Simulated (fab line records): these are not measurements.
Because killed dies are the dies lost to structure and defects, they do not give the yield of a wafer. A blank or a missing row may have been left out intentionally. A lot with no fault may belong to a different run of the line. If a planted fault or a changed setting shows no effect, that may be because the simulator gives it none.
Which tool is to blame? + flow sky130 + 10 lots with 30 wafers sampled at 6 steps, on a route of 708 steps

== WHAT EACH GAUGE READ, for each wafer ==
SKY_CAPM_RS_MEAS_03: a four-point-probe measurement.
| lot  | measured     | on            | CAPM_TIN_RS (ohm/sq) |
|------|--------------|---------------|----------------------|
| L992 | day 37 14:17 | film_metro-02 | 6.97 6.99 7.02       |
| L995 | day 38 04:08 | film_metro-03 | 6.88 6.88 6.95       |
| L102 | day 40 11:20 | film_metro-03 | 6.95 6.98 6.91       |
| L103 | day 40 14:04 | film_metro-03 | 5.30 5.22 5.21       |
| L105 | day 41 13:18 | film_metro-01 | 5.20 5.21 5.23       |
| L107 | day 41 16:24 | film_metro-02 | 5.18 5.19 5.23       |
| L108 | day 42 02:25 | film_metro-03 | 6.99 6.89 7.01       |
| L109 | day 42 12:31 | film_metro-02 | 6.95 7.00 6.93       |
| L113 | day 44 05:49 | film_metro-01 | 6.87 7.03 6.95       |
| L111 | day 44 08:34 | film_metro-03 | 6.91 6.85 6.90       |

SKY_CAPM_THK_MEAS_04: measures by xrf.
| lot  | measured     | on            | CAPM_TIN_THK (nm) |
|------|--------------|---------------|-------------------|
| L992 | day 37 14:23 | film_metro-02 | 201.8 200.6 200.1 |
| L995 | day 38 04:16 | film_metro-03 | 203.4 202.1 200.7 |
| L102 | day 40 11:27 | film_metro-03 | 201.4 201.1 201.5 |
| L103 | day 40 14:10 | film_metro-03 | 264.3 267.4 268.3 |
| L105 | day 41 13:25 | film_metro-01 | 266.3 267.4 264.4 |
| L107 | day 41 16:30 | film_metro-02 | 272.5 271.5 267.2 |
| L108 | day 42 02:31 | film_metro-03 | 198.9 202.3 199.6 |
| L109 | day 42 12:37 | film_metro-02 | 203.1 200.6 202.9 |
| L113 | day 44 05:56 | film_metro-01 | 201.9 197.4 200.8 |
| L111 | day 44 08:40 | film_metro-03 | 201.7 203.6 201.7 |

SKY_CAPM_OVL_MEAS_12.
| lot  | measured     | on         | CAPM_OVL (nm)  |
|------|--------------|------------|----------------|
| L992 | day 38 15:38 | overlay-01 | 0.9 2.2 2.0    |
| L995 | day 39 05:19 | overlay-02 | 1.2 1.9 1.1    |
| L102 | day 41 11:58 | overlay-01 | -0.5 -0.3 -0.7 |
| L103 | day 41 13:33 | overlay-01 | 2.9 0.6 1.2    |
| L105 | day 42 12:07 | overlay-01 | 0.4 -0.6 1.4   |
| L107 | day 42 14:56 | overlay-01 | -1.4 -1.7 -1.6 |
| L108 | day 43 00:38 | overlay-01 | 0.4 0.0 1.1    |
| L109 | day 43 11:12 | overlay-02 | -0.2 -2.0 0.9  |
| L113 | day 45 03:41 | overlay-02 | -1.0 0.1 -0.1  |
| L111 | day 45 06:13 | overlay-02 | 2.4 1.0 -0.2   |

== WHICH TOOL RAN EACH LOT (tool, then ch and the chambers of the sampled wafers, then the start) ==
| lot  | SKY_VIA2_CMP_02               | SKY_METAL3_SPUTTER_00        | SKY_CAPM_SPUTTER_02          |
|------|-------------------------------|------------------------------|------------------------------|
| L992 | cmp-01 ch 0,1,3, day 36 10:06 | pvd_sputter-02, day 37 13:55 | pvd_sputter-04, day 37 14:09 |
| L995 | cmp-02 ch 0,1,2, day 36 23:37 | pvd_sputter-04, day 38 03:48 | pvd_sputter-03, day 38 04:02 |
| L102 | cmp-01 ch 0,1,2, day 39 08:17 | pvd_sputter-02, day 40 10:59 | pvd_sputter-04, day 40 11:13 |
| L103 | cmp-01 ch 1,2,3, day 39 11:40 | pvd_sputter-01, day 40 13:40 | pvd_sputter-04, day 40 13:55 |
| L105 | cmp-02 ch 0,1,3, day 40 10:37 | pvd_sputter-01, day 41 12:57 | pvd_sputter-04, day 41 13:11 |
| L107 | cmp-01 ch 1,3, day 40 14:22   | pvd_sputter-01, day 41 16:01 | pvd_sputter-04, day 41 16:15 |
| L108 | cmp-01 ch 0,1,2, day 41 01:02 | pvd_sputter-01, day 42 02:02 | pvd_sputter-03, day 42 02:16 |
| L109 | cmp-01 ch 2,3, day 41 10:53   | pvd_sputter-04, day 42 12:08 | pvd_sputter-01, day 42 12:22 |
| L113 | cmp-01 ch 0,1, day 43 04:26   | pvd_sputter-01, day 44 05:28 | pvd_sputter-03, day 44 05:42 |
| L111 | cmp-02 ch 0,1,2, day 43 06:52 | pvd_sputter-04, day 44 08:11 | pvd_sputter-03, day 44 08:26 |
- SKY_VIA2_CMP_02: polishes SiO2.
- SKY_METAL3_SPUTTER_00: material Ti, target thk 15 nm, time 10 s.
- SKY_CAPM_SPUTTER_02: material TiN, target thk 200 nm, time 166.7 s.

== AS READ BY THE TOOLS THEMSELVES (means over the sampled wafers that have a number; for cases with no such wafer, the mark the record gives instead) ==
SKY_VIA2_CMP_02.
| lot  | tool   | head_pressure_psi (psi) | motor_current_A (A) |
|------|--------|-------------------------|---------------------|
| L992 | cmp-01 | 4.010                   | 12.8                |
| L995 | cmp-02 | 3.987                   | 12.2                |
| L102 | cmp-01 | 3.991                   | 13.5                |
| L103 | cmp-01 | 4.000                   | 12.7                |
| L105 | cmp-02 | 4.008                   | 12.6                |
| L107 | cmp-01 | 3.996                   | 13.1                |
| L108 | cmp-01 | 3.995                   | 13.6                |
| L109 | cmp-01 | 4.003                   | 11.5                |
| L113 | cmp-01 | 4.009                   | 13.7                |
| L111 | cmp-02 | 4.006                   | 12.1                |

SKY_METAL3_SPUTTER_00.
| lot  | tool           | throttle_valve_pct (%) |
|------|----------------|------------------------|
| L992 | pvd_sputter-02 | 28.6                   |
| L995 | pvd_sputter-04 | 30.1                   |
| L102 | pvd_sputter-02 | 28.8                   |
| L103 | pvd_sputter-01 | 30.7                   |
| L105 | pvd_sputter-01 | 29.9                   |
| L107 | pvd_sputter-01 | 30.7                   |
| L108 | pvd_sputter-01 | 31.5                   |
| L109 | pvd_sputter-04 | 30.0                   |
| L113 | pvd_sputter-01 | 29.9                   |
| L111 | pvd_sputter-04 | 30.1                   |

SKY_CAPM_SPUTTER_02.
| lot  | tool           | throttle_valve_pct (%) |
|------|----------------|------------------------|
| L992 | pvd_sputter-04 | 30.2                   |
| L995 | pvd_sputter-03 | 29.8                   |
| L102 | pvd_sputter-04 | 29.7                   |
| L103 | pvd_sputter-04 | 30.3                   |
| L105 | pvd_sputter-04 | 29.6                   |
| L107 | pvd_sputter-04 | 29.5                   |
| L108 | pvd_sputter-03 | 29.7                   |
| L109 | pvd_sputter-01 | 30.6                   |
| L113 | pvd_sputter-03 | 29.6                   |
| L111 | pvd_sputter-03 | 29.5                   |

== THE ANSWER, worked out from the rows above alone ==
Rule: what is usual is taken from the lots themselves. Put in order of their means at a reading, lots are off if they are a third of the lots or fewer, leave a main group of 4 or more, and stand apart from it by a gap of 3 or more times the standard deviation of the main group's means; of several such gaps the widest counts. A main group whose means are all the same, to the digits that the tables above print for the reading, isn't used. Also off: a lot with no number at a reading for which 4 or more lots have one. All remaining lots with rows at the step are treated as sound. The gauges are gone through in route order, then the tools' own readings, and for those a lot's mean is taken as printed above. At the first step where some lot is off, the reading lying furthest off is the one used; lots without a number count as furthest.
Off: L103, L105, L107, at SKY_CAPM_RS_MEAS_03 (CAPM_TIN_RS). The main group: mean 6.94 ohm/sq, standard deviation 0.034.
If a tool, at a process step before that reading, ran all the lots that are off and no sound lot after the first of them, it fits. The gauges at SKY_CAPM_RS_MEAS_03 are tried like those tools. One fits: SKY_CAPM_SPUTTER_02 on pvd_sputter-04. A fault onset in the window from L102 (day 40 11:13, its last sound lot) to L103 (day 40 13:55, its first lot off) fits.

== WHAT HAD BEEN PUT IN BY THE SIMULATOR ==
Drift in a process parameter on pvd_sputter-04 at SKY_CAPM_SPUTTER_02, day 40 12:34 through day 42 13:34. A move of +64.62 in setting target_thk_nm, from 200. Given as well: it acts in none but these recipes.
Struck lots among those shown: L103, L105, L107. The rule above reached the same finding.
